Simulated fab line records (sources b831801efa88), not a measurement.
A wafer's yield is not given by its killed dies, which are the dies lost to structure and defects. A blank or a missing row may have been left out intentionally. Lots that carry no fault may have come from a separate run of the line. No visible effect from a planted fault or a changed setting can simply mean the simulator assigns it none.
The tool behind it: which one? ; flow sky130 ; 10 lots with 30 wafers sampled at 6 steps, on a route of 708 steps

## WHAT THE GAUGES SHOWED, per wafer
The record holds no reading of a measuring or inspecting step that can be judged against a usual standard deviation.

## WHAT TOOL EACH LOT RAN ON (gives the tool, then ch and the chambers of the sampled wafers, and finally the start)
lot;SKY_VIA3_ETCH_15;SKY_VIA3_STRIP_16;SKY_VIA3_SPUTTER_20;SKY_CAP2M_METAL_ETCH_13;SKY_CAP2M_STRIP_14;SKY_PAD_OPEN_PROBE_99
L870;rie diel-01 ch 0,2,3, day 41 01:55;plasma asher-01 ch 0,1, day 41 01:59;pvd sputter-02, day 41 02:34;rie metal-01 ch 0,1, day 42 02:34;plasma asher-03 ch 0,1, day 42 02:38;prober-02, day 46 22:36
L872;rie diel-02 ch 0,1, day 41 06:28;plasma asher-03 ch 0,1, day 41 06:34;pvd sputter-03, day 41 07:07;rie metal-02 ch 0,1, day 42 07:11;plasma asher-03 ch 0,1, day 42 07:16;-
L874;rie diel-01 ch 0,2,3, day 42 04:59;plasma asher-03 ch 0,1, day 42 05:02;pvd sputter-01, day 42 05:38;rie metal-01 ch 1, day 43 05:13;plasma asher-04 ch 0,1, day 43 05:22;-
L875;rie diel-04 ch 0,2,3, day 42 13:41;plasma asher-03 ch 0, day 42 13:44;pvd sputter-03, day 42 14:23;rie metal-02 ch 0,1, day 43 14:04;plasma asher-03 ch 0,1, day 43 14:08;prober-01, day 48 05:39
L877;rie diel-01 ch 0,1,2, day 43 03:13;plasma asher-03 ch 0,1, day 43 03:17;pvd sputter-03, day 43 03:55;rie metal-04 ch 0,1, day 44 03:16;plasma asher-01 ch 0,1, day 44 03:20;-
L878;rie diel-01 ch 0,1,3, day 43 05:10;plasma asher-03 ch 0,1, day 43 05:14;pvd sputter-03, day 43 05:50;rie metal-01 ch 1, day 44 04:31;plasma asher-01 ch 0,1, day 44 04:40;prober-02, day 48 17:48
L879;rie diel-02 ch 2,3, day 44 07:05;plasma asher-01 ch 0,1, day 44 07:08;pvd sputter-03, day 44 07:44;rie metal-02 ch 1, day 45 06:32;plasma asher-04 ch 0, day 45 06:40;prober-02, day 49 15:56
L883;rie diel-02 ch 1,2,3, day 44 10:08;plasma asher-03 ch 0,1, day 44 10:11;pvd sputter-01, day 44 10:47;rie metal-02 ch 1, day 45 08:53;plasma asher-01 ch 0,1, day 45 09:01;prober-01, day 49 17:36
L884;rie diel-04 ch 0,1,2, day 44 13:55;plasma asher-02 ch 0,1, day 44 13:58;pvd sputter-02, day 44 14:34;rie metal-02 ch 1, day 45 12:50;plasma asher-03 ch 0,1, day 45 12:57;prober-02, day 49 20:15
L889;rie diel-04 ch 0,1, day 45 20:08;plasma asher-03 ch 0,1, day 45 20:12;pvd sputter-02, day 45 20:47;rie metal-04 ch 0,1, day 46 17:49;plasma asher-04 ch 1, day 46 17:53;-
- SKY_VIA3_ETCH_15: etches SiO2 in C4F8/O2/Ar, stops on TiN, target depth 507 nm, time 78 s.
- SKY_VIA3_STRIP_16: strips in O2/N2.
- SKY_VIA3_SPUTTER_20: material TiN, target thk 20 nm, time 80 s.
- SKY_CAP2M_METAL_ETCH_13: etches TiN in Cl2/BCl3, stops on SiO2, target depth 220 nm, time 62.9 s.
- SKY_CAP2M_STRIP_14: strips in O2/N2.
- SKY_PAD_OPEN_PROBE_99

## WHAT THE TOOLS THEMSELVES READ (means of the sampled wafers that have a number; where no wafer has one, the mark that the record gives instead)
SKY_VIA3_ETCH_15.
lot;tool;bias w (W);chamber pressure mTorr (mTorr);oes product au (a.u.)
L870;rie diel-01;1199;39.99;0.943
L872;rie diel-02;1199;39.99;0.947
L874;rie diel-01;1201;39.99;0.944
L875;rie diel-04;1202;40.02;0.944
L877;rie diel-01;1200;39.98;0.950
L878;rie diel-01;1202;40.01;0.947
L879;rie diel-02;1200;40.04;0.945
L883;rie diel-02;1198;40.00;0.950
L884;rie diel-04;1198;40.00;0.946
L889;rie diel-04;1202;40.00;0.943

SKY_VIA3_STRIP_16.
lot;tool;drypump motor current A (A);oes product au (a.u.);strip time to endpoint s (s)
L870;plasma asher-01;5.9;0.402;4.128
L872;plasma asher-03;5.5;0.402;4.151
L874;plasma asher-03;5.2;0.403;4.135
L875;plasma asher-03;4.9;0.405;4.117
L877;plasma asher-03;5.5;0.401;4.108
L878;plasma asher-03;5.5;0.400;4.127
L879;plasma asher-01;5.9;0.401;4.121
L883;plasma asher-03;5.2;0.403;4.132
L884;plasma asher-02;5.7;0.399;4.124
L889;plasma asher-03;5.2;0.403;4.139

SKY_VIA3_SPUTTER_20.
lot;tool;throttle valve pct (%)
L870;pvd sputter-02;28.9
L872;pvd sputter-03;30.1
L874;pvd sputter-01;30.6
L875;pvd sputter-03;29.5
L877;pvd sputter-03;29.4
L878;pvd sputter-03;29.8
L879;pvd sputter-03;29.6
L883;pvd sputter-01;30.5
L884;pvd sputter-02;29.8
L889;pvd sputter-02;29.6

SKY_CAP2M_METAL_ETCH_13.
lot;tool;bcl3 flow sccm (sccm);bias w (W);drypump motor current A (A);oes product au (a.u.);throttle valve pct (%)
L870;rie metal-01;29.90;48.53;6.0;0.938;21.893
L872;rie metal-02;30.03;48.59;5.7;0.940;21.897
L874;rie metal-01;30.09;48.45;5.9;0.944;21.902
L875;rie metal-02;29.97;48.56;5.9;0.930;21.902
L877;rie metal-04;29.93;48.56;5.2;0.950;21.886
L878;rie metal-01;30.04;48.57;5.9;0.942;21.900
L879;rie metal-02;-;-;-;-;-
L883;rie metal-02;-;-;-;-;-
L884;rie metal-02;-;-;-;-;-
L889;rie metal-04;30.02;48.49;5.2;0.932;21.901

SKY_CAP2M_STRIP_14.
lot;tool;drypump motor current A (A);oes product au (a.u.);strip time to endpoint s (s)
L870;plasma asher-03;5.5;0.711;12.64
L872;plasma asher-03;5.2;0.705;12.62
L874;plasma asher-04;5.9;0.712;12.66
L875;plasma asher-03;5.2;0.711;12.69
L877;plasma asher-01;5.9;0.709;12.66
L878;plasma asher-01;5.9;0.712;12.68
L879;plasma asher-04;5.8;0.714;14.17
L883;plasma asher-01;5.9;0.712;14.24
L884;plasma asher-03;5.5;0.716;14.17
L889;plasma asher-04;6.0;0.710;12.63

SKY_PAD_OPEN_PROBE_99.
lot;tool;defect limited yield (%);killed_at_M0_to_M3;killed_at_M4_up;killed at contacts;killed at front end;killed at other;killed dies;killed on rim;killed open;killed short;sort_bin_3_pad_short (%);sort_bin_5_function (%);sort_bin_6_memory (%);sort n pass;sort yield pct (%)
L870;prober-02;81.6;45;5.3;24;15;0.7;91;21;53;37;0.9;10.9;6.6;401;81.6
L875;prober-01;82.9;44;4.0;21;15;0.0;84;16;47;37;0.8;10.3;6.0;408;82.9
L878;prober-02;81.4;46;3.3;21;21;0.3;91;21;44;47;1.1;11.9;5.6;401;81.4
L879;prober-02;0.0;41;2.3;24;12;412.3;492;96;42;37;0.9;94.0;5.2;0;0.0
L883;prober-01;0.0;45;3.3;26;19;398.3;492;96;54;40;0.9;92.0;7.0;0;0.0
L884;prober-02;0.0;44;2.7;19;16;410.0;492;96;38;44;1.0;93.2;5.8;0;0.0

## THE ANSWER, worked out from the rows above alone
Rule: the usual values come from the lots themselves. Put in order of their means at a reading, lots are off if they are a third of the lots or fewer, leave a main group of 4 or more, and stand apart from it by a gap of 3 or more times the standard deviation of the main group's means; of several such gaps the widest counts. If all means in a main group match to the digits the tables above print for the reading, that group is not used. A lot without any number at a reading at which 4 lots or more have one is off too. Any other lot the step has rows for is counted as sound. Order of review: gauges by route order, followed by the tools' own readings, for which a lot's mean as printed above is used. The first step at which some lot is off is used, and at that step the reading that is off furthest; a lot without a number counts as furthest.
Off at SKY_CAP2M_METAL_ETCH_13 (bcl3 flow sccm): L879, L883, L884. Without a number there: L879, L883, L884. Mean 30.00 sccm and standard deviation 0.062 in the main group.
If a tool, at that step or one of the process steps before it, ran each lot that is off and ran no sound lot following the first of them, it fits. One fits: rie metal-02 at SKY_CAP2M_METAL_ETCH_13. Its last sound lot is L875 (day 43 14:04), its first lot that is off L879 (day 45 06:32): a fault that began between those two fits.
Blank at SKY_CAP2M_METAL_ETCH_13 on the lots that are off, where sound lots have numbers: bcl3 flow sccm, bias w, drypump motor current A, oes product au, throttle valve pct.

## WHAT HAD BEEN PUT IN BY THE SIMULATOR
Beginning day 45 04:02, the whole step at SKY_CAP2M_METAL_ETCH_13 was skipped on rie metal-02. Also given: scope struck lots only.
Lots struck among those shown: L879, L883, L884. The rule above found the same.
